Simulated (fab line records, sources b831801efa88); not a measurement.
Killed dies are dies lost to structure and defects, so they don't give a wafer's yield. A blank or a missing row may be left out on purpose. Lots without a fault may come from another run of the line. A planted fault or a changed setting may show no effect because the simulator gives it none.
fab line records | flow sky130
record lots=24 wafers=72 last_day=50
route steps=708 shown CONTACT@411 METAL2@488 CAPM@549 VIA4@652
lots that met no fault: from a run of the same line without faults
start_h: hours from the record's first day to the start of the lot's first wafer shown | wait_h: hours since the lot's step before | " the same as in the row above | L1.1+2: a row that stands for several wafers | - no value, or no start given | * or withheld: withheld | < > ~ a bound
route shown NAME@n: a module of which the file shows steps, and the number in the route of the first | usual: mean/standard deviation of fault-free wafers | same: alike in all rows | chamber/n: place in a boat | sites: the reading at each site | _std_site: their standard deviation | _edge_site: outer sites' mean less inner sites' | radius_mm: how far each site lies from the wafer's centre | mask NAME#n: copy n | behind: the tool/chamber that last shaped the wafer | hold: why the lot was held/for how many hours/how that ended | device: the transistor (n, p or np) that didn't switch | end of line: the same wafers' tests at the end of the route | a step without rows: its recipe alone | killed: dies lost to structure and defects at the first sort, not the wafer's yield | map: a wafer's dies, x killed, . not, _ none there
set.NAME: the setting as run; set.NAME@STEP: as run at that earlier step | model.NAME: the simulator's own value behind a step, which no gauge read
steps of the route over a sample of lots; a table a step, a row a wafer
services: from which hour (start_h, from the record's first day; less than 0 if before it) a tool's chamber was out of use, for how many hours, and why
## steps
# step SKY_CONTACT_BOW_MEAS_05
# recipe mode=bow
# usual CONTACT_BOW=83/7.7
# columns lot.wafer tool chamber start_h wait_h CONTACT_BOW[um]
L074.1 film_metro-03 - 717.35 0.2 80
L074.2 " - " " 87
L074.3 " - " " 68
L075.1 film_metro-02 - 733.60 0.1 90
L075.2 " - " " 84
L075.3 " - " " 77
L076.1 film_metro-04 - 737.64 0.2 88
L076.3 " - " " 87
L076.6 " - " " 96
L077.4 film_metro-02 - 744.28 0.2 82
L077.5 " - " " 79
L077.6 " - " " 84
L078.2 film_metro-02 - 758.31 0.1 82
L078.3 " - " " 86
L078.4 " - " " 92
L079.1 film_metro-03 - 758.95 0.2 83
L079.3 " - " " 83
L079.6 " - " " 78
L080.3 film_metro-03 - 779.51 0.2 92
L080.4 " - " " 80
L080.5 " - " " 82
L081.2 film_metro-03 - 780.42 0.3 78
L081.3 " - " " 85
L081.4 " - " " 84
L082.4 film_metro-02 - 791.35 0.3 95
L082.5 " - " " 79
L082.6 " - " " 73
L083.3 film_metro-04 - 792.36 0.3 78
L083.4 " - " " 77
L083.5 " - " " 88
L084.2 film_metro-04 - 814.49 0.3 88
L084.3 " - " " 85
L084.4 " - " " 91
L085.3 film_metro-03 - 816.12 0.3 83
L085.5 " - " " 97
L085.6 " - " " 83
L086.3 film_metro-04 - 826.16 0.1 80
L086.4 " - " " 88
L086.6 " - " " 85
L087.1 film_metro-03 - 826.99 0.1 81
L087.2 " - " " 84
L087.4 " - " " 82
L088.2 film_metro-03 - 830.68 0.2 71
L088.3 " - " " 74
L088.4 " - " " 72
L089.2 film_metro-03 - 833.56 0.2 72
L089.4 " - " " 74
L089.6 " - " " 73
L090.1 film_metro-03 - 837.87 0.2 61
L090.2 " - " " 71
L090.5 " - " " 84
L091.1 film_metro-04 - 837.98 0.1 91
L091.5 " - " " 87
L091.6 " - " " 80
L092.1 film_metro-03 - 856.87 0.2 85
L092.3 " - " " 93
L092.5 " - " " 95
L093.1 film_metro-04 - 859.66 0.2 87
L093.3 " - " " 83
L093.6 " - " " 87
L094.4 film_metro-02 - 867.34 0.2 79
L094.5 " - " " 84
L094.6 " - " " 83
L096.2 film_metro-03 - 870.93 0.2 81
L096.3 " - " " 88
L096.5 " - " " 94
L095.1 film_metro-02 - 873.21 0.2 88
L095.2 " - " " 84
L095.4 " - " " 90
L097.1 film_metro-04 - 889.02 0.2 81
L097.4 " - " " 83
L097.5 " - " " 81
# step SKY_METAL2_RS_MEAS_05
# recipe thk_meas_gauge=four-point-probe reads=TiN_of_METAL2_SPUTTER_04+Ti_of_METAL2_SPUTTER_03+AlCu_of_METAL2_SPUTTER_02+TiN_of_METAL2_SPUTTER_01+Ti_of_METAL2_SPUTTER_00
# usual METAL2_ALCU_RS=0.1268/0.0012
# columns lot.wafer tool chamber start_h wait_h METAL2_ALCU_RS[ohm/sq]
L074.1 film_metro-01 - 803.77 0.0 0.1283
L074.2 " - " " 0.1275
L074.3 " - " " 0.1269
L075.1 film_metro-02 - 818.04 0.0 0.1273
L075.2 " - " " 0.1268
L075.3 " - " " 0.1286
L076.1 film_metro-03 - 822.55 0.0 0.1266
L076.3 " - " " 0.1274
L076.6 " - " " 0.1270
L077.4 film_metro-03 - 829.71 0.1 0.1274
L077.5 " - " " 0.1272
L077.6 " - " " 0.1271
L078.2 film_metro-03 - 843.58 0.0 0.1289
L078.3 " - " " 0.1288
L078.4 " - " " 0.1287
L079.1 film_metro-03 - 844.48 0.0 0.1265
L079.3 " - " " 0.1258
L079.6 " - " " 0.1271
L080.3 film_metro-03 - 865.06 0.1 0.1276
L080.4 " - " " 0.1274
L080.5 " - " " 0.1253
L081.2 film_metro-01 - 865.19 0.0 0.1239
L081.3 " - " " 0.1256
L081.4 " - " " 0.1250
L082.4 film_metro-03 - 875.56 0.1 0.1253
L082.5 " - " " 0.1258
L082.6 " - " " 0.1261
L083.3 film_metro-03 - 877.89 0.1 0.1270
L083.4 " - " " 0.1257
L083.5 " - " " 0.1276
L084.2 film_metro-03 - 897.57 0.0 0.1282
L084.3 " - " " 0.1282
L084.4 " - " " 0.1277
L085.3 film_metro-01 - 899.92 0.1 0.1278
L085.5 " - " " 0.1265
L085.6 " - " " 0.1265
L086.3 film_metro-01 - 909.09 0.1 0.1270
L086.4 " - " " 0.1261
L086.6 " - " " 0.1271
L087.1 film_metro-03 - 910.67 0.0 0.1256
L087.2 " - " " 0.1242
L087.4 " - " " 0.1242
L088.2 film_metro-03 - 913.13 0.0 0.1293
L088.3 " - " " 0.1290
L088.4 " - " " 0.1289
L089.2 film_metro-03 - 916.46 0.0 0.1267
L089.4 " - " " 0.1268
L089.6 " - " " 0.1263
L090.1 film_metro-03 - 920.90 0.0 0.1265
L090.2 " - " " 0.1261
L090.5 " - " " 0.1251
L091.1 film_metro-02 - 921.25 0.0 0.1265
L091.5 " - " " 0.1280
L091.6 " - " " 0.1276
L092.1 film_metro-03 - 937.19 0.0 0.1249
L092.3 " - " " 0.1245
L092.5 " - " " 0.1251
L093.1 film_metro-02 - 940.37 0.0 0.1263
L093.3 " - " " 0.1278
L093.6 " - " " 0.1273
L094.4 film_metro-01 - 947.95 0.1 0.1271
L094.5 " - " " 0.1262
L094.6 " - " " 0.1256
L096.2 film_metro-03 - 950.56 0.0 0.1274
L096.3 " - " " 0.1279
L096.5 " - " " 0.1270
L095.1 film_metro-03 - 952.56 0.0 0.1257
L095.2 " - " " 0.1259
L095.4 " - " " 0.1263
L097.1 film_metro-01 - 967.89 0.0 0.1280
L097.4 " - " " 0.1279
L097.5 " - " " 0.1268
# step SKY_METAL2_CD_MEAS_15
# recipe target_cd_nm=140
# usual cd_nm=139.7/1.4
# columns lot.wafer tool chamber start_h wait_h cd_nm
L074.1 cd_sem-01 - 830.67 - 139.8
L074.2 " - " " 140.4
L074.3 " - " " 141.0
L075.1 cd_sem-02 - 844.78 - 141.9
L075.2 " - " " 140.8
L075.3 " - " " 141.0
L076.1 cd_sem-02 - 849.43 - 138.2
L076.3 " - " " 138.2
L076.6 " - " " 136.9
L077.4 cd_sem-02 - 855.66 - 141.4
L077.5 " - " " 139.3
L077.6 " - " " 139.7
L078.2 cd_sem-02 - 869.90 - 138.7
L078.3 " - " " 140.0
L078.4 " - " " 140.2
L079.1 cd_sem-02 - 871.13 - 139.5
L079.3 " - " " 138.0
L079.6 " - " " 139.9
L080.3 cd_sem-01 - 890.87 - 139.5
L080.4 " - " " 138.8
L080.5 " - " " 140.6
L081.2 cd_sem-02 - 891.29 - 141.5
L081.3 " - " " 143.0
L081.4 " - " " 142.8
L082.4 cd_sem-01 - 901.17 - 141.6
L082.5 " - " " 142.4
L082.6 " - " " 141.4
L083.3 cd_sem-02 - 903.41 - 139.0
L083.4 " - " " 137.5
L083.5 " - " " 138.3
L084.2 cd_sem-01 - 921.92 - 139.3
L084.3 " - " " 139.0
L084.4 " - " " 138.3
L085.3 cd_sem-01 - 924.22 - 138.3
L085.5 " - " " 139.4
L085.6 " - " " 138.7
L086.3 cd_sem-01 - 933.07 - 139.6
L086.4 " - " " 139.6
L086.6 " - " " 140.3
L087.1 cd_sem-01 - 934.78 - 138.0
L087.2 " - " " 138.4
L087.4 " - " " 138.7
L088.2 cd_sem-01 - 937.39 - 136.8
L088.3 " - " " 140.0
L088.4 " - " " 137.9
L089.2 cd_sem-01 - 941.15 - 140.6
L089.4 " - " " 140.3
L089.6 " - " " 138.5
L090.1 cd_sem-01 - 944.98 - 141.3
L090.2 " - " " 140.4
L090.5 " - " " 141.7
L091.1 cd_sem-02 - 945.33 - 138.5
L091.5 " - " " 138.0
L091.6 " - " " 138.8
L092.1 cd_sem-01 - 961.02 - 140.7
L092.3 " - " " 138.9
L092.5 " - " " 138.9
L093.1 cd_sem-01 - 965.18 - 139.1
L093.3 " - " " 140.0
L093.6 " - " " 138.6
L094.4 cd_sem-02 - 972.48 - 140.0
L094.5 " - " " 139.3
L094.6 " - " " 140.1
L096.2 cd_sem-02 - 974.64 - 138.1
L096.3 " - " " 139.3
L096.5 " - " " 139.4
L095.1 cd_sem-01 - 976.67 - 139.1
L095.2 " - " " 138.6
L095.4 " - " " 136.6
L097.1 cd_sem-02 - 991.62 - 141.7
L097.4 " - " " 140.7
L097.5 " - " " 143.1
# step SKY_METAL2_METAL_ETCH_19
# recipe target_depth_a=3600 stop_on=SiO2 over_etch_frac=0.3 time_s=78 chemistry=Cl2/BCl3 resist_sidewall_deg=88 pressure_mtorr=10 icp_w=900 bias_w=48.5 Cl2_flow_sccm=60 bcl3_flow_sccm=30
# usual chamber_pressure_mTorr=10.001/0.0086 drypump_motor_current_A=5.8/0.61 oes_product_au=0.855/0.0053 throttle_valve_pct=22.263/0.0091
# same over_etch_frac=0.3
# columns lot.wafer tool chamber start_h wait_h chamber_pressure_mTorr drypump_motor_current_A oes_product_au rf_hours_counter_h throttle_valve_pct
L074.1 rie_metal-02 0 830.92 0.0 9.990 4.9 0.860 5 22.257
L074.2 " 1 " " 9.999 5.7 0.854 6 22.242
L074.3 " 0 " " 9.993 4.9 0.853 - 22.263
L075.1 rie_metal-01 0 845.03 0.0 9.995 6.5 0.853 12 22.268
L075.2 " 1 " " 9.993 6.3 0.855 0 22.275
L075.3 " 1 " " 9.994 6.2 0.849 - 22.265
L076.1 rie_metal-03 1 849.69 0.0 9.994 5.1 0.854 2 22.242
L076.3 " 0 " " 10.010 6.4 0.849 - 22.268
L076.6 " 0 " " 9.995 6.3 0.845 - 22.245
L077.4 rie_metal-01 1 855.88 0.1 9.991 6.2 0.849 - 22.248
L077.5 " 0 " " 9.999 6.4 0.856 - 22.260
L077.6 " 1 " " 9.989 6.2 0.853 - 22.265
L078.2 rie_metal-01 1 870.14 0.0 10.000 6.2 0.850 1 22.260
L078.3 " 0 " " 9.995 6.5 0.849 - 22.265
L078.4 " 1 " " 10.009 6.2 0.855 - 22.267
L079.1 rie_metal-03 1 871.39 0.0 10.017 5.2 0.858 3 22.273
L079.3 " 0 " " 10.000 6.3 0.861 - 22.263
L079.6 " 0 " " 9.989 6.4 0.848 - 22.259
L080.3 rie_metal-03 0 891.11 0.1 9.997 6.4 0.855 - 22.258
L080.4 " 1 " " 10.013 5.1 0.858 - 22.255
L080.5 " 0 " " 10.005 6.4 0.858 - 22.242
L081.2 rie_metal-02 0 891.52 0.0 9.997 4.9 0.864 6 22.246
L081.3 " 0 " " 9.979 4.9 0.860 - 22.258
L081.4 " 1 " " 10.007 5.7 0.857 - 22.250
L082.4 rie_metal-03 0 901.40 0.1 10.004 6.4 0.855 - 22.259
L082.5 " 0 " " 10.003 6.4 0.859 - 22.272
L082.6 " 1 " " 9.996 5.1 0.857 - 22.263
L083.3 rie_metal-01 0 903.65 0.1 10.009 6.5 0.857 - 22.272
L083.4 " 1 " " 10.015 6.3 0.852 - 22.261
L083.5 " 1 " " 10.016 6.3 0.856 - 22.271
L084.2 rie_metal-03 1 922.15 0.0 10.003 5.2 0.853 5 22.270
L084.3 " 1 " " 10.009 5.2 0.845 - 22.237
L084.4 " 0 " " 10.005 6.4 0.857 - 22.267
L085.3 rie_metal-01 1 924.46 0.1 10.005 6.2 0.849 - 22.261
L085.5 " 0 " " 9.990 6.5 0.852 - 22.266
L085.6 " 1 " " 9.996 6.3 0.859 - 22.267
L086.3 rie_metal-01 0 933.32 0.1 10.002 6.5 0.854 - 22.252
L086.4 " 1 " " 10.013 6.2 0.862 - 22.275
L086.6 " 0 " " 9.993 6.5 0.857 - 22.270
L087.1 rie_metal-02 0 935.04 0.0 10.005 4.9 0.860 8 22.271
L087.2 " 1 " " 10.010 5.7 0.860 9 22.260
L087.4 " 0 " " 9.986 4.9 0.865 - 22.259
L088.2 rie_metal-01 1 937.62 0.0 10.003 6.2 0.844 5 22.282
L088.3 " 1 " " 10.005 6.2 0.851 - 22.251
L088.4 " 0 " " 10.019 6.5 0.852 - 22.247
L089.2 rie_metal-01 1 941.39 0.0 10.011 6.2 0.861 5 22.276
L089.4 " 1 " " 9.999 6.2 0.856 - 22.276
L089.6 " 1 " " 9.994 6.3 0.861 - 22.251
L090.1 rie_metal-02 1 945.24 0.0 9.989 5.7 0.863 10 22.262
L090.2 " 0 " " 10.010 4.9 0.858 9 22.261
L090.5 " 0 " " 10.003 4.9 0.864 - 22.256
L091.1 rie_metal-03 0 945.59 0.0 9.999 6.4 0.860 5 22.270
L091.5 " 0 " " 9.996 6.4 0.853 - 22.282
L091.6 " 1 " " 9.996 5.2 0.853 - 22.250
L092.1 rie_metal-03 0 961.27 0.0 10.006 6.4 0.851 5 22.257
L092.3 " 0 " " 10.003 6.4 0.852 - 22.270
L092.5 " 0 " " 9.987 6.4 0.865 - 22.258
L093.1 rie_metal-02 0 965.44 0.0 9.999 4.9 0.858 10 22.276
L093.3 " 1 " " 10.002 5.7 0.850 - 22.262
L093.6 " 0 " " 9.998 4.9 0.855 - 22.261
L094.4 rie_metal-03 0 972.70 0.1 10.002 6.3 0.852 - 22.259
L094.5 " 0 " " 10.014 6.4 0.858 - 22.274
L094.6 " 1 " " 9.998 5.2 0.857 - 22.259
L096.2 rie_metal-02 1 974.87 0.0 10.002 5.7 0.857 11 22.260
L096.3 " 0 " " 10.002 4.9 0.855 - 22.267
L096.5 " 0 " " 9.997 4.9 0.849 - 22.258
L095.1 rie_metal-03 0 976.92 0.0 10.005 6.4 0.862 6 22.269
L095.2 " 1 " " 10.015 5.2 0.862 7 22.268
L095.4 " 1 " " 10.004 5.2 0.859 - 22.266
L097.1 rie_metal-02 0 991.87 0.0 9.993 4.9 0.847 12 22.266
L097.4 " 1 " " 10.009 5.7 0.856 - 22.271
L097.5 " 0 " " 10.004 4.9 0.855 - 22.250
# step SKY_CAPM_OVL_MEAS_12
# usual CAPM_OVL=1.2/1.4
# columns lot.wafer tool chamber start_h wait_h CAPM_OVL[nm]
L074.1 overlay-02 - 886.27 0.1 1.6
L074.2 " - " " 1.7
L074.3 " - " " 1.1
L075.1 overlay-01 - 900.76 0.1 0.3
L075.2 " - " " 1.5
L075.3 " - " " -2.3
L076.1 overlay-01 - 904.01 0.1 2.2
L076.3 " - " " 1.0
L076.6 " - " " 1.4
L077.4 overlay-01 - 910.13 0.1 2.7
L077.5 " - " " 2.5
L077.6 " - " " 3.4
L078.2 overlay-01 - 923.57 0.1 1.5
L078.3 " - " " 1.2
L078.4 " - " " 2.3
L079.1 overlay-01 - 924.43 0.1 2.0
L079.3 " - " " -0.2
L079.6 " - " " 2.1
L080.3 overlay-02 - 943.42 0.1 3.4
L080.4 " - " " 2.0
L080.5 " - " " 3.4
L081.2 overlay-01 - 944.02 0.1 0.8
L081.3 " - " " -0.5
L081.4 " - " " -0.6
L082.4 overlay-02 - 952.68 0.1 1.2
L082.5 " - " " 1.3
L082.6 " - " " -0.8
L083.3 overlay-01 - 955.32 0.1 0.6
L083.4 " - " " 2.4
L083.5 " - " " 0.0
L084.2 overlay-01 - 972.69 0.1 0.3
L084.3 " - " " -0.7
L084.4 " - " " -0.3
L085.3 overlay-02 - 975.62 0.1 1.3
L085.5 " - " " 1.4
L085.6 " - " " 1.0
L086.3 overlay-01 - 984.73 0.1 3.0
L086.4 " - " " 5.7
L086.6 " - " " 2.2
L087.1 overlay-02 - 985.97 0.1 2.7
L087.2 " - " " 2.1
L087.4 " - " " 2.9
L088.2 overlay-01 - 988.94 0.1 -1.2
L088.3 " - " " 0.9
L088.4 " - " " -0.5
L089.2 overlay-02 - 992.27 0.1 0.5
L089.4 " - " " 4.1
L089.6 " - " " 1.4
L090.1 overlay-01 - 995.87 0.1 -1.6
L090.2 " - " " -1.5
L090.5 " - " " -1.7
L091.1 overlay-02 - 996.17 0.1 1.6
L091.5 " - " " 1.0
L091.6 " - " " 1.5
L092.1 overlay-02 - 1011.01 0.1 1.2
L092.3 " - " " 2.7
L092.5 " - " " 1.7
L093.1 overlay-01 - 1015.22 0.1 -0.1
L093.3 " - " " 0.7
L093.6 " - " " 0.7
L094.4 overlay-02 - 1021.65 0.1 1.3
L094.5 " - " " 1.6
L094.6 " - " " 2.6
L096.2 overlay-02 - 1024.24 0.1 1.4
L096.3 " - " " 1.2
L096.5 " - " " 0.6
L095.1 overlay-01 - 1025.81 0.1 0.2
L095.2 " - " " 1.7
L095.4 " - " " -1.2
L097.1 overlay-01 - 1040.94 0.1 1.6
L097.4 " - " " 2.6
L097.5 " - " " 0.7
# step SKY_VIA4_STRIP_13
# recipe chemistry=O2/N2 power_w=1400 pressure_mtorr=1500 platen_temp_c=withheld o2_flow_sccm=3000 n2_flow_sccm=300 overash_fraction=0.5
# usual chamber_pressure_mTorr=1500.0/1.3 drypump_motor_current_A=5.50/0.29 oes_product_au=0.710/0.0046 strip_time_to_endpoint_s=12.799/0.025
# columns lot.wafer tool chamber start_h wait_h chamber_pressure_mTorr drypump_motor_current_A oes_product_au rf_hours_counter_h strip_time_to_endpoint_s
L074.1 plasma_asher-03 0 1012.39 - 1501.2 5.23 0.716 56 12.782
L074.2 " 1 " " 1500.3 5.37 0.707 56 12.761
L074.3 " 0 " " 1499.7 5.24 0.714 - 12.785
L075.1 plasma_asher-03 0 1026.22 - 1499.9 5.27 0.709 58 12.806
L075.2 " 1 " " 1501.8 5.38 0.706 58 12.804
L075.3 " 1 " " 1499.7 5.38 0.716 - 12.824
L076.1 plasma_asher-03 1 1029.64 - 1497.4 5.40 0.715 58 12.824
L076.3 " 0 " " 1500.1 5.31 0.711 - 12.821
L076.6 " 0 " " 1499.8 5.29 0.710 - 12.816
L077.4 plasma_asher-02 0 1034.95 - 1501.5 6.38 0.705 - 12.802
L077.5 " 1 " " 1499.9 5.42 0.702 - 12.807
L077.6 " 0 " " 1499.5 6.34 0.700 - 12.829
L078.2 plasma_asher-03 0 1045.52 - 1501.0 5.29 0.724 60 12.835
L078.3 " 0 " " 1500.7 5.28 0.707 - 12.793
L078.4 " 1 " " 1498.3 5.40 0.705 - 12.793
L079.1 plasma_asher-04 1 1047.99 - 1500.2 5.78 0.712 120 12.805
L079.3 " 1 " " 1500.4 5.79 0.710 - 12.820
L079.6 " 0 " " 1500.0 5.41 0.705 - 12.756
L080.3 plasma_asher-02 0 1063.58 - 1499.8 6.31 0.709 - 12.827
L080.4 " 1 " " 1500.1 5.38 0.703 - 12.774
L080.5 " 1 " " 1501.5 5.40 0.700 - 12.770
L081.2 plasma_asher-03 1 1065.29 - 1498.9 5.37 0.702 62 12.771
L081.3 " 1 " " 1500.3 5.39 0.715 - 12.724
L081.4 " 0 " " 1500.8 5.29 0.717 - 12.758
L082.4 plasma_asher-04 0 1073.53 - 1500.0 5.40 0.710 - 12.814
L082.5 " 1 " " 1501.3 5.78 0.707 - 12.781
L082.6 " 0 " " 1501.2 5.45 0.705 - 12.771
L083.3 plasma_asher-02 0 1075.28 - 1499.7 6.39 0.706 - 12.778
L083.4 " 1 " " 1500.1 5.42 0.715 - 12.780
L083.5 " 1 " " 1500.6 5.44 0.709 - 12.787
L084.2 plasma_asher-04 0 1090.34 - 1499.6 5.42 0.700 2 12.792
L084.3 " 0 " " 1498.7 5.42 0.714 - 12.820
L084.4 " 1 " " 1498.6 5.80 0.705 - 12.810
L085.3 plasma_asher-03 1 1092.53 - 1499.8 5.38 0.706 - 12.802
L085.5 " 1 " " 1499.3 5.38 0.712 - 12.806
L085.6 " 0 " " 1497.7 5.30 0.714 - 12.754
L086.3 plasma_asher-04 1 1101.95 - 1498.7 5.80 0.712 - 12.794
L086.4 " 0 " " 1499.3 5.40 0.707 - 12.810
L086.6 " 0 " " 1498.4 5.43 0.718 - 12.781
L087.1 plasma_asher-03 1 1102.40 - 1499.1 5.40 0.711 65 12.788
L087.2 " 0 " " 1501.7 5.28 0.706 65 12.836
L087.4 " 0 " " 1501.0 5.31 0.706 - 12.793
L088.2 plasma_asher-03 1 1103.90 - 1499.7 5.37 0.704 65 12.803
L088.3 " 1 " " 1500.4 5.36 0.710 - 12.808
L088.4 " 0 " " 1497.8 5.28 0.702 - 12.764
L089.2 plasma_asher-03 0 1107.20 - 1502.0 5.23 0.713 66 12.791
L089.4 " 1 " " 1500.7 5.37 0.713 - 12.814
L089.6 " 1 " " 1499.6 5.37 0.704 - 12.783
L091.1 plasma_asher-03 0 1111.59 - 1502.6 5.22 0.712 66 12.807
L091.5 " 0 " " 1498.4 5.26 0.710 - 12.788
L091.6 " 1 " " 1498.4 5.39 0.710 - 12.819
L090.1 plasma_asher-04 0 1113.00 - 1498.6 5.43 0.713 5 12.823
L090.2 " 1 " " 1501.2 5.81 0.705 5 12.800
L090.5 " 1 " " 1499.9 5.81 0.708 - 12.789
L092.1 plasma_asher-04 1 1123.82 - 1500.3 5.78 0.712 6 12.776
L092.3 " 1 " " 1497.8 5.80 0.707 - 12.823
L092.5 " 0 " " 1499.8 5.42 0.715 - 12.831
L093.1 plasma_asher-03 1 1127.64 - 1503.0 5.35 0.716 67 12.804
L093.3 " 1 " " 1499.8 5.38 0.710 - 12.771
L093.6 " 1 " " 1499.1 5.37 0.707 - 12.824
L094.4 plasma_asher-04 1 1133.65 - 1500.5 5.82 0.711 - 12.761
L094.5 " 0 " " 1501.1 5.42 0.715 - 12.771
L094.6 " 1 " " 1499.3 5.80 0.712 - 12.841
L096.2 plasma_asher-03 1 1134.89 - 1498.7 5.36 0.705 68 12.806
L096.3 " 0 " " 1499.9 5.25 0.714 - 12.823
L096.5 " 1 " " 1500.3 5.41 0.717 - 12.813
L095.1 plasma_asher-04 0 1137.29 - 1498.6 5.44 0.707 7 12.786
L095.2 " 1 " " 1499.8 5.81 0.708 7 12.770
L095.4 " 0 " " 1500.8 5.42 0.706 - 12.757
L097.1 plasma_asher-04 1 1150.17 - 1501.4 5.80 0.710 9 12.785
L097.4 " 1 " " 1502.6 5.79 0.718 - 12.843
L097.5 " 1 " " 1497.9 5.80 0.716 - 12.826
## services
# columns tool chamber start_h hours kind
rie_metal-03 0 812.65 - clean
rie_metal-03 0 812.65 17.5 scheduled_down
rie_metal-03 0 812.65 17.5 vent_cycle
rie_metal-01 - 823.82 0.6 repair
plasma_asher-04 - 826.84 14.6 pm
rie_metal-02 1 827.76 2.6 repair
rie_metal-03 - 830.95 2.8 pm
plasma_asher-02 - 837.64 1.6 repair
rie_metal-02 - 844.17 15.6 pm
rie_metal-03 - 930.55 14.6 pm
plasma_asher-03 - 950.80 14.6 pm
rie_metal-01 - 985.22 1.4 pm
rie_metal-02 1 1008.98 14.2 repair
rie_metal-02 0 1023.51 12.7 repair
plasma_asher-04 - 1055.25 9.0 pm
plasma_asher-04 0 1055.25 9.0 vent_cycle
plasma_asher-04 1 1055.25 9.0 vent_cycle
plasma_asher-02 - 1057.23 2.8 pm
plasma_asher-04 - 1083.20 3.8 repair
plasma_asher-04 - 1085.09 2.1 repair
plasma_asher-03 - 1094.04 4.5 repair
rie_metal-02 0 1097.06 3.3 repair
plasma_asher-02 - 1130.84 14.6 pm
plasma_asher-04 - 1134.72 0.4 repair
## key
fault none
